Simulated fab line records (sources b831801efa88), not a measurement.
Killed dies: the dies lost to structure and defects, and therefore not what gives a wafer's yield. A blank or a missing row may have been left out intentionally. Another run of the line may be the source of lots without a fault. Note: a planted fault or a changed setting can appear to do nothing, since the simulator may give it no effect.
Which tool is to blame? -- flow sky130 -- 12 lots with 36 wafers sampled at 2 steps, on a route of 708 steps

== WHAT EACH GAUGE READ, for each wafer ==
SKY_CONTACT_OVL_MEAS_15. Usual: CONTACT_OVL gives 4 nm (standard deviation 5.3).
lot,measured,on,CONTACT_OVL (nm),flag
L972,day 31 12:11,overlay-01,1 5 9,
L973,day 31 14:51,overlay-01,15 10 3,
L976,day 32 19:19,overlay-01,9 13 5,
L977,day 33 05:49,overlay-01,7 2 13,
L978,day 33 12:23,overlay-02,-2 8 3,
L979,day 33 13:45,overlay-02,8 2 6,
L981,day 35 02:51,overlay-01,2 -3 10,
L980,day 35 03:14,overlay-02,10 9 5,
L982,day 35 05:33,overlay-01,4 11 2,
L984,day 35 10:40,overlay-02,1 -5 0,
L992,day 37 13:19,overlay-02,16 6 7,
L994,day 38 09:14,overlay-01,2 12 5,

== EACH LOT AND THE TOOL THAT RAN IT (in order: tool; ch and the chambers of the sampled wafers; start) ==
lot,SKY_CONTACT_COAT_08
L972,"litho_track-03 ch 0, day 30 22:07"
L973,"litho_track-04 ch 0, day 31 00:33"
L976,"litho_track-04 ch 0, day 32 05:16"
L977,"litho_track-01 ch 0, day 32 16:12"
L978,"litho_track-01 ch 0, day 32 22:24"
L979,"litho_track-04 ch 0, day 32 23:31"
L981,"litho_track-04 ch 0, day 34 12:36"
L980,"litho_track-01 ch 0, day 34 13:26"
L982,"litho_track-04 ch 0, day 34 15:40"
L984,"litho_track-03 ch 0, day 34 21:02"
L992,"litho_track-04 ch 0, day 37 00:15"
L994,"litho_track-04 ch 0, day 37 19:08"
- SKY_CONTACT_COAT_08: resist thk 60 nm.

== AS READ BY THE TOOLS THEMSELVES (means over the sampled wafers that have a number; for cases with no such wafer, the mark the record gives instead) ==
SKY_CONTACT_COAT_08. Usual: dispense_pressure_kPa 50 kPa, standard deviation 5.6; spin_speed_rpm 3000.1 rpm, standard deviation 2.
lot,tool,dispense_pressure_kPa (kPa),spin_speed_rpm (rpm),flag
L972,litho_track-03,56,3001.4,
L973,litho_track-04,54,3001.3,
L976,litho_track-04,54,3000.0,
L977,litho_track-01,43,2999.5,
L978,litho_track-01,43,3000.4,
L979,litho_track-04,54,2999.6,
L981,litho_track-04,54,2998.4,
L980,litho_track-01,43,3000.5,
L982,litho_track-04,54,2997.5,
L984,litho_track-03,56,3000.9,
L992,litho_track-04,54,2733.7,OFF
L994,litho_track-04,54,2738.5,OFF

== THE ANSWER, worked out from the rows above alone ==
Rule: lot off if the mean of its wafers having a number is beyond 3 standard deviations from the usual mean. Also off: a lot with no number at a reading for which 4 or more lots have one. The other lots that the step has rows for count as sound. After the gauges, taken in route order, come the tools' own readings; for these a lot's mean is taken, as printed above. At the first step where some lot is off, the reading lying furthest off is the one used; lots without a number count as furthest.
Off at SKY_CONTACT_COAT_08 (spin_speed_rpm): L992, L994.
If a tool, at that step or one of the process steps before it, ran each lot that is off and ran no sound lot following the first of them, it fits. One fits: SKY_CONTACT_COAT_08 on litho_track-04. Its last sound lot is L982 (day 34 15:40), its first lot that is off L992 (day 37 00:15): a fault that began between those two fits.
On the lots that are off, the tool's own readings at SKY_CONTACT_COAT_08 differ by more than 5 times the standard deviation of the sound lots' means, which bears it out; spin_speed_rpm reads 2736.1 rpm there versus 2999.9 rpm on the sound lots.

== WHAT THE SIMULATOR HAD INSERTED ==
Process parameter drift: litho_track-04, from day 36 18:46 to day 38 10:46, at SKY_CONTACT_COAT_08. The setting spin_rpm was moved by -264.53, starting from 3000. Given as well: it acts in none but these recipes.
Shown lots that were struck: L992, L994. The rule above reached the same finding.
